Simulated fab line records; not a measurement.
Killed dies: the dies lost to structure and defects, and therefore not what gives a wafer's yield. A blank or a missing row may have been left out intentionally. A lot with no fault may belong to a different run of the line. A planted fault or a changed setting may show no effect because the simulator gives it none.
Split-lot study || flow sky130 || route with 708 steps; 5 lots, 23 wafers read

== SPLIT DETAILS ==
At SKY_LOCAL_INTERCONNECT_COAT_06 (resist thk 450 nm), the setting resist-thk-nm was moved away from the recipe's 450 nm on 9 of the 23 wafers read, by -5.4% to +2.0%. For the rest of the wafers, this setting stayed at what the recipe calls for.

== FROM THE SPLIT TO THE READING: what the file shows between them, 2 steps ==
- SKY_LOCAL_INTERCONNECT_DEVELOP_10: develop time 60 s (also split here: dev-temp-c)
- SKY_LOCAL_INTERCONNECT_ETCH_13: etches BARC in N2/H2, stops on SiO2, time 45.9 s, target depth 60 nm

== THE READING ==
KrF-thick_of_LOCAL_INTERCONNECT_COAT_06.thk-nm (the simulator's own value, which no gauge read), in nm, at SKY_LOCAL_INTERCONNECT_METAL_ETCH_14 (etches TiN in Cl2/BCl3, stops on PSG, target depth 110 nm, time 32.26 s). The file gives no usual value for it. Across the 14 wafers here that went through the recipe, the average is 347.1 nm and the standard deviation 1.2 nm.

{"wafer": "L074.1", "tool, chamber at the split": "litho-track-01, 0", "resist-thk-nm as run, nm": 450, "against the recipe": "recipe", "KrF-thick_of_LOCAL_INTERCONNECT_COAT_06.thk-nm, nm": 348, "against lot-mates on the recipe": "-"}
{"wafer": "L074.2", "tool, chamber at the split": "litho-track-01, 0", "resist-thk-nm as run, nm": 459, "against the recipe": "+2.0%", "KrF-thick_of_LOCAL_INTERCONNECT_COAT_06.thk-nm, nm": 356, "against lot-mates on the recipe": "+8.6"}
{"wafer": "L074.4", "tool, chamber at the split": "litho-track-01, 0", "resist-thk-nm as run, nm": 450, "against the recipe": "recipe", "KrF-thick_of_LOCAL_INTERCONNECT_COAT_06.thk-nm, nm": 348.7, "against lot-mates on the recipe": "-"}
{"wafer": "L074.5", "tool, chamber at the split": "litho-track-01, 0", "resist-thk-nm as run, nm": 450, "against the recipe": "recipe", "KrF-thick_of_LOCAL_INTERCONNECT_COAT_06.thk-nm, nm": 345.4, "against lot-mates on the recipe": "-"}
{"wafer": "L074.6", "tool, chamber at the split": "litho-track-01, 0", "resist-thk-nm as run, nm": 459, "against the recipe": "+2.0%", "KrF-thick_of_LOCAL_INTERCONNECT_COAT_06.thk-nm, nm": 358.3, "against lot-mates on the recipe": "+10.9"}
{"wafer": "L078.1", "tool, chamber at the split": "litho-track-01, 0", "resist-thk-nm as run, nm": 450, "against the recipe": "recipe", "KrF-thick_of_LOCAL_INTERCONNECT_COAT_06.thk-nm, nm": 348.3, "against lot-mates on the recipe": "-"}
{"wafer": "L078.2", "tool, chamber at the split": "litho-track-01, 0", "resist-thk-nm as run, nm": 428.6, "against the recipe": "-4.8%", "KrF-thick_of_LOCAL_INTERCONNECT_COAT_06.thk-nm, nm": 324.3, "against lot-mates on the recipe": -22.6}
{"wafer": "L078.3", "tool, chamber at the split": "litho-track-01, 0", "resist-thk-nm as run, nm": 428.6, "against the recipe": "-4.8%", "KrF-thick_of_LOCAL_INTERCONNECT_COAT_06.thk-nm, nm": 325.4, "against lot-mates on the recipe": -21.5}
{"wafer": "L078.5", "tool, chamber at the split": "litho-track-01, 0", "resist-thk-nm as run, nm": 450, "against the recipe": "recipe", "KrF-thick_of_LOCAL_INTERCONNECT_COAT_06.thk-nm, nm": 345.4, "against lot-mates on the recipe": "-"}
{"wafer": "L078.6", "tool, chamber at the split": "litho-track-01, 0", "resist-thk-nm as run, nm": 428.6, "against the recipe": "-4.8%", "KrF-thick_of_LOCAL_INTERCONNECT_COAT_06.thk-nm, nm": 325.1, "against lot-mates on the recipe": -21.8}
{"wafer": "L079.1", "tool, chamber at the split": "litho-track-01, 0", "resist-thk-nm as run, nm": 450, "against the recipe": "recipe", "KrF-thick_of_LOCAL_INTERCONNECT_COAT_06.thk-nm, nm": 347.5, "against lot-mates on the recipe": "-"}
{"wafer": "L079.4", "tool, chamber at the split": "litho-track-01, 0", "resist-thk-nm as run, nm": 450, "against the recipe": "recipe", "KrF-thick_of_LOCAL_INTERCONNECT_COAT_06.thk-nm, nm": 346.4, "against lot-mates on the recipe": "-"}
{"wafer": "L079.5", "tool, chamber at the split": "litho-track-01, 0", "resist-thk-nm as run, nm": 450, "against the recipe": "recipe", "KrF-thick_of_LOCAL_INTERCONNECT_COAT_06.thk-nm, nm": 346.9, "against lot-mates on the recipe": "-"}
{"wafer": "L080.1", "tool, chamber at the split": "litho-track-03, 0", "resist-thk-nm as run, nm": 450, "against the recipe": "recipe", "KrF-thick_of_LOCAL_INTERCONNECT_COAT_06.thk-nm, nm": 349.3, "against lot-mates on the recipe": "-"}
{"wafer": "L080.2", "tool, chamber at the split": "litho-track-03, 0", "resist-thk-nm as run, nm": 450, "against the recipe": "recipe", "KrF-thick_of_LOCAL_INTERCONNECT_COAT_06.thk-nm, nm": 347.5, "against lot-mates on the recipe": "-"}
{"wafer": "L080.4", "tool, chamber at the split": "litho-track-03, 0", "resist-thk-nm as run, nm": 425.8, "against the recipe": "-5.4%", "KrF-thick_of_LOCAL_INTERCONNECT_COAT_06.thk-nm, nm": 321, "against lot-mates on the recipe": -27.4}
{"wafer": "L080.5", "tool, chamber at the split": "litho-track-03, 0", "resist-thk-nm as run, nm": 425.8, "against the recipe": "-5.4%", "KrF-thick_of_LOCAL_INTERCONNECT_COAT_06.thk-nm, nm": 325.7, "against lot-mates on the recipe": -22.7}
{"wafer": "L080.6", "tool, chamber at the split": "litho-track-03, 0", "resist-thk-nm as run, nm": 450, "against the recipe": "recipe", "KrF-thick_of_LOCAL_INTERCONNECT_COAT_06.thk-nm, nm": 348.3, "against lot-mates on the recipe": "-"}
{"wafer": "L082.2", "tool, chamber at the split": "litho-track-03, 0", "resist-thk-nm as run, nm": 427.6, "against the recipe": "-5.0%", "KrF-thick_of_LOCAL_INTERCONNECT_COAT_06.thk-nm, nm": 322.3, "against lot-mates on the recipe": -23.8}
{"wafer": "L082.3", "tool, chamber at the split": "litho-track-03, 0", "resist-thk-nm as run, nm": 450, "against the recipe": "recipe", "KrF-thick_of_LOCAL_INTERCONNECT_COAT_06.thk-nm, nm": 345.5, "against lot-mates on the recipe": "-"}
{"wafer": "L082.4", "tool, chamber at the split": "litho-track-03, 0", "resist-thk-nm as run, nm": 427.6, "against the recipe": "-5.0%", "KrF-thick_of_LOCAL_INTERCONNECT_COAT_06.thk-nm, nm": 324.1, "against lot-mates on the recipe": -22.0}
{"wafer": "L082.5", "tool, chamber at the split": "litho-track-03, 0", "resist-thk-nm as run, nm": 450, "against the recipe": "recipe", "KrF-thick_of_LOCAL_INTERCONNECT_COAT_06.thk-nm, nm": 346.9, "against lot-mates on the recipe": "-"}
{"wafer": "L082.6", "tool, chamber at the split": "litho-track-03, 0", "resist-thk-nm as run, nm": 450, "against the recipe": "recipe", "KrF-thick_of_LOCAL_INTERCONNECT_COAT_06.thk-nm, nm": 345.9, "against lot-mates on the recipe": "-"}

FIT RESULTS
A straight line over all 23 wafers: KrF-thick_of_LOCAL_INTERCONNECT_COAT_06.thk-nm changes by +4.66 nm for each +1% of resist-thk-nm; r = +0.99; the points scatter about the line by 1.4 nm.
The same after taking each lot's own level away (the mean of its wafers on the recipe; 23 wafers): +4.65 nm for each +1%; r = +1.00; scatter 1.2 nm.
According to that fit, moving resist-thk-nm by its largest amount changes the reading by 25 nm.
The lots' own levels span 346.10 to 348.37 nm, that is 1.8 times the standard deviation above.
So the lot-to-lot level changes the slope little: the two slopes agree.
Check: -24.4 nm against its lot-mates is what the line predicts for one of the wafers moved furthest among these (-5.4%) when that wafer is left out of the fit. It came out at -27.4 nm against them.

== THE OTHER SPLITS THESE WAFERS WENT THROUGH ==
These wafers also went through other splits before the reading. Each is held against what the fit with the lots' levels taken away leaves over:
{"other split on the same wafers": "SKY_LDD_HVN_COAT_02 resist-thk-nm", "wafers away from the commonest value": 8, "r with KrF-thick_of_LOCAL_INTERCONNECT_COAT_06.thk-nm (lot level and that fit taken away)": -0.44}
{"other split on the same wafers": "SKY_LDD_HVN_IMPLANT_08 dose-cm2", "wafers away from the commonest value": 11, "r with KrF-thick_of_LOCAL_INTERCONNECT_COAT_06.thk-nm (lot level and that fit taken away)": -0.04}
{"other split on the same wafers": "SKY_LDD_LDN_IMPLANT_10 energy-kev", "wafers away from the commonest value": 10, "r with KrF-thick_of_LOCAL_INTERCONNECT_COAT_06.thk-nm (lot level and that fit taken away)": "+0.30"}
{"other split on the same wafers": "SKY_SD_P_IMPLANT_09 dose-cm2", "wafers away from the commonest value": 10, "r with KrF-thick_of_LOCAL_INTERCONNECT_COAT_06.thk-nm (lot level and that fit taken away)": -0.04}
{"other split on the same wafers": "SKY_RES_XHIGH_COAT_02 spin-rpm", "wafers away from the commonest value": 4, "r with KrF-thick_of_LOCAL_INTERCONNECT_COAT_06.thk-nm (lot level and that fit taken away)": -0.18}
{"other split on the same wafers": "SKY_RES_XHIGH_DEVELOP_06 develop-time-s", "wafers away from the commonest value": 6, "r with KrF-thick_of_LOCAL_INTERCONNECT_COAT_06.thk-nm (lot level and that fit taken away)": -0.10}
{"other split on the same wafers": "SKY_SD_N_IMPLANT_10 energy-kev", "wafers away from the commonest value": 10, "r with KrF-thick_of_LOCAL_INTERCONNECT_COAT_06.thk-nm (lot level and that fit taken away)": "+0.11"}
{"other split on the same wafers": "SKY_LI_CONTACT_HDPCVD_00 time-s", "wafers away from the commonest value": 7, "r with KrF-thick_of_LOCAL_INTERCONNECT_COAT_06.thk-nm (lot level and that fit taken away)": "+0.36"}
{"other split on the same wafers": "SKY_LI_CONTACT_SPUTTER_20 power-w", "wafers away from the commonest value": 7, "r with KrF-thick_of_LOCAL_INTERCONNECT_COAT_06.thk-nm (lot level and that fit taken away)": "+0.15"}
{"other split on the same wafers": "SKY_LOCAL_INTERCONNECT_DEVELOP_10 dev-temp-c", "wafers away from the commonest value": 10, "r with KrF-thick_of_LOCAL_INTERCONNECT_COAT_06.thk-nm (lot level and that fit taken away)": -0.27}

== THE WHOLE CHAIN: every reading that the file lists as answering this split, in the file's order ==
{"step": "SKY_LOCAL_INTERCONNECT_COAT_06", "what it does": "resist thk 450 nm", "reading": "KrF-thick_of_LOCAL_INTERCONNECT_COAT_06.thk-nm (the simulator's own value, which no gauge read)", "change (the file's fit)": "+4.68 nm for each +1% of the setting", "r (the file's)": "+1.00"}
{"step": "SKY_LOCAL_INTERCONNECT_METAL_ETCH_14", "what it does": "etches TiN in Cl2/BCl3, stops on PSG, target depth 110 nm, time 32.26 s", "reading": "KrF-thick_of_LOCAL_INTERCONNECT_COAT_06.thk-nm (the simulator's own value, which no gauge read)", "change (the file's fit)": "+4.64 nm for each +1% of the setting", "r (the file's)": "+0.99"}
{"step": "SKY_LOCAL_INTERCONNECT_STRIP_15", "what it does": "strips in O2/N2", "reading": "strip-time-to-endpoint-s", "change (the file's fit)": "withheld for each +1% of the setting", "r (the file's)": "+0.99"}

== THE FILE'S OWN FIT ==
KrF-thick_of_LOCAL_INTERCONNECT_COAT_06.thk-nm changes by +4.64 nm for each +1% of resist-thk-nm, r = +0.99.
